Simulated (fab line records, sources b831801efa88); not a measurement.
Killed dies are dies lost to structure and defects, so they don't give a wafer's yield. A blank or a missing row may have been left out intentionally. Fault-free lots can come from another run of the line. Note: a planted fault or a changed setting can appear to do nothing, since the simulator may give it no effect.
Which tool did it? | flow gf180mcu | 7 lots, 21 wafers sampled, at 3 steps of a route of 602

## WHAT THE GAUGES SHOWED, per wafer
GF_M4_THK_MEAS_06: measures by xrf.
lot  | measured     | on           | M4_ALCU_THK (nm)
L272 | day 22 21:09 | filmMetro-04 | 450 454 453
L275 | day 24 04:35 | filmMetro-02 | 436 442 444
L279 | day 25 07:33 | filmMetro-03 | 445 446 443
L283 | day 26 17:41 | filmMetro-03 | 440 437 439
L286 | day 27 18:52 | filmMetro-03 | 444 433 437
L290 | day 28 21:33 | filmMetro-03 | 448 453 445
L294 | day 29 21:27 | filmMetro-04 | 447 446 446

## EACH LOT AND THE TOOL THAT RAN IT (in order: tool; ch and the chambers of the sampled wafers; start)
lot  | GF_HV_LDD_HMDS_13                | GF_M3_STRIP_17
L272 | lithoTrack-04 ch 0, day 10 16:01 | plasmaAsher-02 ch 0,1, day 21 18:49
L275 | lithoTrack-02 ch 0, day 11 19:21 | plasmaAsher-01 ch 0,1, day 23 03:08
L279 | lithoTrack-02 ch 0, day 12 19:45 | plasmaAsher-04 ch 0, day 24 06:10
L283 | lithoTrack-02 ch 0, day 14 05:47 | plasmaAsher-01 ch 0,1, day 25 18:26
L286 | lithoTrack-04 ch 0, day 15 03:37 | plasmaAsher-01 ch 0,1, day 26 19:13
L290 | lithoTrack-01 ch 0, day 16 12:07 | plasmaAsher-01 ch 0,1, day 27 23:41
L294 | lithoTrack-01 ch 0, day 17 15:33 | plasmaAsher-02 ch 0, day 28 23:05
- GF_HV_LDD_HMDS_13: prime time 60 s.
- GF_M3_STRIP_17: strips in O2/N2.

## THE ANSWER, worked out from the rows above alone
Rule: the lots themselves supply what counts as usual. Put in order of their means at a reading, lots are off if they are a third of the lots or fewer, leave a main group of 4 or more, and stand apart from it by a gap of 3 or more times the standard deviation of the main group's means; of several such gaps the widest counts. A main group is skipped when, at the precision printed for the reading in the tables above, its means are all equal. A lot without any number at a reading at which 4 lots or more have one is off too. The other lots that the step has rows for count as sound.
No lot is off at any reading shown: from this, nothing can be told.

## WHAT THE SIMULATOR HAD INSERTED
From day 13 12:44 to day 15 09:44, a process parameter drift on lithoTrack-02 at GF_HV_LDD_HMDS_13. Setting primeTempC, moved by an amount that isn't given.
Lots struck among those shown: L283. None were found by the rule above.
